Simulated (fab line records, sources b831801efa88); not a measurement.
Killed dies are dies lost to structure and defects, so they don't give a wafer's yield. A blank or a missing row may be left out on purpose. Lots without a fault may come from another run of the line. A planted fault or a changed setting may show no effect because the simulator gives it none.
Chamber matching | flow sky130 | SKY_FIELD_ISO_CMP_27 on cmp-02: 4 sister chambers
The step polishes, stops on Si3N4, t overpolish 16 s, target thk 457.8 nm. 8 wafers are shown with their chamber, then 8 later ones without.

WAFERS WITH THEIR CHAMBER
wafer  | chamber | motor_current_A (A) | time_to_endpoint_s (s)
L314.6 | 1       | 12.0                | 109
L317.2 | 1       | 12.8                | 110
L317.3 | 3       | 12.1                | 117
L317.6 | 2       | 11.2                | 121
L319.1 | 0       | 10.0                | 116
L319.4 | 3       | 12.7                | 112
L319.6 | 0       | 10.5                | 114
L320.1 | 2       | 11.1                | 116

WAFERS WITHOUT THEIR CHAMBER
wafer  | motor_current_A (A) | time_to_endpoint_s (s)
L320.3 | 12.2                | 112
L320.6 | 12.5                | 116
L323.1 | 11.3                | 113
L323.3 | 12.2                | 112
L323.4 | 12.7                | 108
L332.3 | 12.0                | 117
L332.4 | 10.4                | 117
L332.5 | 10.6                | 118

WHICH CHAMBER EACH WENT THROUGH
wafer  | from the rows above               | in truth
L320.3 | can't be placed: 3 or 1           | 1
L320.6 | can't be placed: 3 or 1           | 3
L323.1 | can't be placed: 2 or 0 or 3 or 1 | 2
L323.3 | can't be placed: 3 or 1           | 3
L323.4 | can't be placed: 1 or 3           | 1
L332.3 | can't be placed: 3 or 2 or 1      | 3
L332.4 | can't be placed: 0 or 2           | 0
L332.5 | can't be placed: 2 or 0           | 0
Placed correctly: 0 of 8. Can't be placed from these rows: 8 (the true chamber is among the candidates in 8). Placed wrongly: 0.
How it was worked out, from the rows above alone: a wafer's distance from a chamber is the root of the sum, over the readings, of the square of ((its reading less the chamber's mean) divided by the reading's scatter). The wafer belongs to the nearest chamber; if the next one is less than 2 further off, it can't be placed. A chamber's mean is the mean of its shown wafers. The scatter: the root of (the sum of the squares of (reading less its chamber's mean) over the shown wafers, divided by (wafers less chambers)).
